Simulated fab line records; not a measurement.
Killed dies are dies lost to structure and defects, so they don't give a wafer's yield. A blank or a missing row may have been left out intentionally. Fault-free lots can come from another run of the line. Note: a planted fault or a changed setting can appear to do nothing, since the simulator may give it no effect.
Which of the tools did it? | flow gf180mcu | 6 lots with 18 wafers sampled at 3 steps, on a route of 602 steps

## WHAT EACH GAUGE READ, for each wafer
GF_VT_IMPLANT_TW_MEAS_43.
lot  | measured     | on            | VT_IMPLANT_4_TW
L121 | day 7 20:23  | film metro-04 | 697 697 700
L127 | day 9 16:02  | film metro-03 | 667 669 671
L130 | day 10 10:40 | film metro-02 | 669 672 670
L134 | day 11 17:07 | film metro-04 | 695 693 690
L138 | day 12 17:55 | film metro-02 | 688 694 690
L142 | day 13 23:53 | film metro-03 | 691 690 690

## WHAT TOOL EACH LOT RAN ON (gives the tool, then ch and the chambers of the sampled wafers, and finally the start)
lot  | GF_VT_IMPLANT_STRIP_20               | GF_VT_IMPLANT_IMPLANT_41
L121 | plasma asher-03 ch 0,1, day 6 12:52  | implanter-01 ch 0, day 7 20:09
L127 | plasma asher-01 ch 0,1, day 8 04:29  | implanter-02 ch 0, day 9 15:47
L130 | plasma asher-04 ch 1, day 8 23:01    | implanter-02 ch 0, day 10 10:25
L134 | plasma asher-01 ch 0,1, day 10 03:08 | implanter-01 ch 0, day 11 16:52
L138 | plasma asher-03 ch 0,1, day 11 02:35 | implanter-01 ch 0, day 12 17:40
L142 | plasma asher-01 ch 0,1, day 12 07:01 | implanter-01 ch 0, day 13 23:40
- GF_VT_IMPLANT_STRIP_20: strips in O2/N2.
- GF_VT_IMPLANT_IMPLANT_41

## THE ANSWER, worked out from the rows above alone
Rule: what is usual is taken from the lots themselves. Put in order of their means at a reading, lots are off if they are a third of the lots or fewer, leave a main group of 4 or more, and stand apart from it by a gap of 3 or more times the standard deviation of the main group's means; of several such gaps the widest counts. A main group is skipped when, at the precision printed for the reading in the tables above, its means are all equal. Also off: a lot with no number at a reading for which 4 or more lots have one. All remaining lots with rows at the step are treated as sound.
Off: at GF_VT_IMPLANT_TW_MEAS_43 (VT_IMPLANT_4_TW), L127, L130. Mean 693 and standard deviation 3.1 in the main group.
A tool fits if, at a process step before that reading, it ran every lot that is off, and no sound lot after the first of them. The gauges at GF_VT_IMPLANT_TW_MEAS_43 are tried like those tools. One fits: implanter-02 at GF_VT_IMPLANT_IMPLANT_41. It ran no sound lot before its first lot that is off in this sample, so the start can't be narrowed down.

## WHAT HAD BEEN PUT IN BY THE SIMULATOR
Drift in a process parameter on implanter-02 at GF_VT_IMPLANT_IMPLANT_41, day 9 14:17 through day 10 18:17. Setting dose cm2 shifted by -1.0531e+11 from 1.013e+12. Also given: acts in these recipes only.
Lots struck among those shown: L127, L130. The rule above found the same.
